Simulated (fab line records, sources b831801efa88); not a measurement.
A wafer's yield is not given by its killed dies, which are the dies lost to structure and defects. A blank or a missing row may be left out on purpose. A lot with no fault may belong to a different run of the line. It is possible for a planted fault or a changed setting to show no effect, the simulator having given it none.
Check for tools in common | flow sky130 | Sample size 13 lots and 39 wafers

## WHY IT WAS OPENED
SKY_VT_ADJUST_PCH_TW_MEAS_10, reading VT_ADJUST_PCH_TW: flagged on 1 of 13 lots. Wafers without a fault read 143.8, standard deviation 1.5.
Rule: flag the lot when none of its wafers has a number, or when each of its wafers that has one lies beyond 4 standard deviations from that mean. All remaining lots are regarded as sound.

lot  | measured     | on           | VT_ADJUST_PCH_TW, wafer by wafer | flag
L581 | day 11 12:51 | filmMetro-01 | 144.2 144.2 143.5                | 
L583 | day 11 13:32 | filmMetro-01 | 144.2 143.8 143.5                | 
L584 | day 11 18:37 | filmMetro-02 | 145.5 145.2 145.5                | 
L587 | day 12 18:39 | filmMetro-04 | 29.9 29.8 29.9                   | FLAGGED
L590 | day 13 04:38 | filmMetro-01 | 143.5 143.6 143.5                | 
L594 | day 14 18:33 | filmMetro-04 | 141.0 141.7 142.5                | 
L596 | day 15 14:02 | filmMetro-02 | 145.9 145.9 145.7                | 
L597 | day 15 22:37 | filmMetro-01 | 144.0 143.2 143.5                | 
L598 | day 15 23:34 | filmMetro-02 | 146.2 145.9 146.0                | 
L599 | day 16 13:41 | filmMetro-01 | 143.6 143.7 144.1                | 
L601 | day 18 05:47 | filmMetro-01 | 144.5 144.9 144.1                | 
L602 | day 18 19:53 | filmMetro-01 | 144.9 144.5 144.0                | 
L603 | day 18 20:14 | filmMetro-04 | 141.7 142.3 141.9                | 
The numbers of the flagged lots are 29.9 on average: -113.9 against the usual, or -76 standard deviations.

## TOOL THAT RAN EACH LOT
The record holds 3 process steps before the reading, out of a route of 708 steps. Read each cell as the tool, then ch plus the chambers that the sampled wafers visited, then the start.
lot  | flag    | SKY_NWELL_RTA_28                | SKY_VT_ADJUST_HVTP_STRIP_10         | SKY_VT_ADJUST_PCH_EXPOSE_04
L581 |         | rtpAnneal-02 ch 0, day 6 06:44  | plasmaAsher-03 ch 0,1, day 7 02:10  | ilineStepper-01 ch 0, day 10 23:46
L583 |         | rtpAnneal-02 ch 0, day 6 08:01  | plasmaAsher-02 ch 0,1, day 7 03:25  | ilineStepper-01 ch 0, day 11 00:37
L584 |         | rtpAnneal-02 ch 0, day 6 11:17  | plasmaAsher-02 ch 0, day 7 06:23    | ilineStepper-02 ch 0, day 11 06:20
L587 | FLAGGED | rtpAnneal-02 ch 0, day 7 05:51  | plasmaAsher-01 ch 0,1, day 8 01:13  | ilineStepper-01 ch 0, day 12 05:55
L590 |         | rtpAnneal-01 ch 0, day 7 15:20  | plasmaAsher-02 ch 0,1, day 8 10:12  | ilineStepper-02 ch 0, day 12 16:43
L594 |         | rtpAnneal-02 ch 0, day 8 18:13  | plasmaAsher-02 ch 0,1, day 9 16:34  | ilineStepper-01 ch 0, day 14 05:00
L596 |         | rtpAnneal-02 ch 0, day 9 10:48  | plasmaAsher-03 ch 0,1, day 10 08:53 | ilineStepper-01 ch 0, day 15 00:41
L597 |         | rtpAnneal-01 ch 0, day 9 15:45  | plasmaAsher-02 ch 0,1, day 10 14:57 | ilineStepper-01 ch 0, day 15 09:00
L598 |         | rtpAnneal-02 ch 0, day 9 17:02  | plasmaAsher-01 ch 0,1, day 10 15:57 | ilineStepper-02 ch 0, day 15 09:28
L599 |         | rtpAnneal-01 ch 0, day 10 02:58 | plasmaAsher-03 ch 0,1, day 11 03:05 | ilineStepper-02 ch 0, day 15 23:42
L601 |         | rtpAnneal-02 ch 0, day 11 13:19 | plasmaAsher-01 ch 0,1, day 12 13:25 | ilineStepper-01 ch 0, day 17 14:55
L602 |         | rtpAnneal-01 ch 0, day 11 23:37 | plasmaAsher-01 ch 0,1, day 12 23:55 | ilineStepper-02 ch 0, day 18 04:05
L603 |         | rtpAnneal-02 ch 0, day 11 23:58 | plasmaAsher-01 ch 0,1, day 13 00:59 | ilineStepper-02 ch 0, day 18 04:55
What is done by these steps:
- SKY_NWELL_RTA_28: time 30 s.
- SKY_VT_ADJUST_HVTP_STRIP_10: strips in O2/N2.
- SKY_VT_ADJUST_PCH_EXPOSE_04: exposes mask NWM, target cd 840 nm.
- SKY_VT_ADJUST_PCH_TW_MEAS_10

## FLAGGED AGAINST TOTAL, ONE TOOL AT A TIME (gauges that did the reading follow at the end)
step                         | tool            | lots run | flagged | share of the flagged lots | sound lots run after its first flagged lot
SKY_NWELL_RTA_28             | rtpAnneal-01    | 4        | 0       | none                      | -
SKY_NWELL_RTA_28             | rtpAnneal-02    | 9        | 1       | all                       | 5 (L594,L596,L598,L601,L603)
SKY_VT_ADJUST_HVTP_STRIP_10  | plasmaAsher-01  | 5        | 1       | all                       | 4 (L598,L601,L602,L603)
SKY_VT_ADJUST_HVTP_STRIP_10  | plasmaAsher-02  | 5        | 0       | none                      | -
SKY_VT_ADJUST_HVTP_STRIP_10  | plasmaAsher-03  | 3        | 0       | none                      | -
SKY_VT_ADJUST_PCH_EXPOSE_04  | ilineStepper-01 | 7        | 1       | all                       | 4 (L594,L596,L597,L601)
SKY_VT_ADJUST_PCH_EXPOSE_04  | ilineStepper-02 | 6        | 0       | none                      | -
SKY_VT_ADJUST_PCH_TW_MEAS_10 | filmMetro-01    | 7        | 0       | none                      | -
SKY_VT_ADJUST_PCH_TW_MEAS_10 | filmMetro-02    | 3        | 0       | none                      | -
SKY_VT_ADJUST_PCH_TW_MEAS_10 | filmMetro-04    | 3        | 1       | all                       | 2 (L594,L603)

## WHAT THE TABLE PERMITS
4 rows of the table ran every flagged lot: rtpAnneal-02 at SKY_NWELL_RTA_28, plasmaAsher-01 at SKY_VT_ADJUST_HVTP_STRIP_10, ilineStepper-01 at SKY_VT_ADJUST_PCH_EXPOSE_04, filmMetro-04 at SKY_VT_ADJUST_PCH_TW_MEAS_10.
- rtpAnneal-02 at SKY_NWELL_RTA_28: 1 of its 9 lots flagged. After the first flagged lot (L594, L596, L598, L601, L603), sound lots still ran on it; a lasting fault on the whole tool would not permit that.
- plasmaAsher-01 at SKY_VT_ADJUST_HVTP_STRIP_10: 1 of its 5 lots flagged. After the first flagged lot (L598, L601, L602, L603), sound lots still ran on it; a lasting fault on the whole tool would not permit that.
- ilineStepper-01 at SKY_VT_ADJUST_PCH_EXPOSE_04: 1 of its 7 lots flagged. After the first flagged lot (L594, L596, L597, L601), sound lots still ran on it; a lasting fault on the whole tool would not permit that.
- filmMetro-04 at SKY_VT_ADJUST_PCH_TW_MEAS_10: 1 of its 3 lots flagged. After the first flagged lot (L594, L603), sound lots still ran on it; a lasting fault on the whole tool would not permit that.
Not one row of the table ran every flagged lot while running no sound lot after the first.

## WHAT THE SIMULATOR HAD PUT IN
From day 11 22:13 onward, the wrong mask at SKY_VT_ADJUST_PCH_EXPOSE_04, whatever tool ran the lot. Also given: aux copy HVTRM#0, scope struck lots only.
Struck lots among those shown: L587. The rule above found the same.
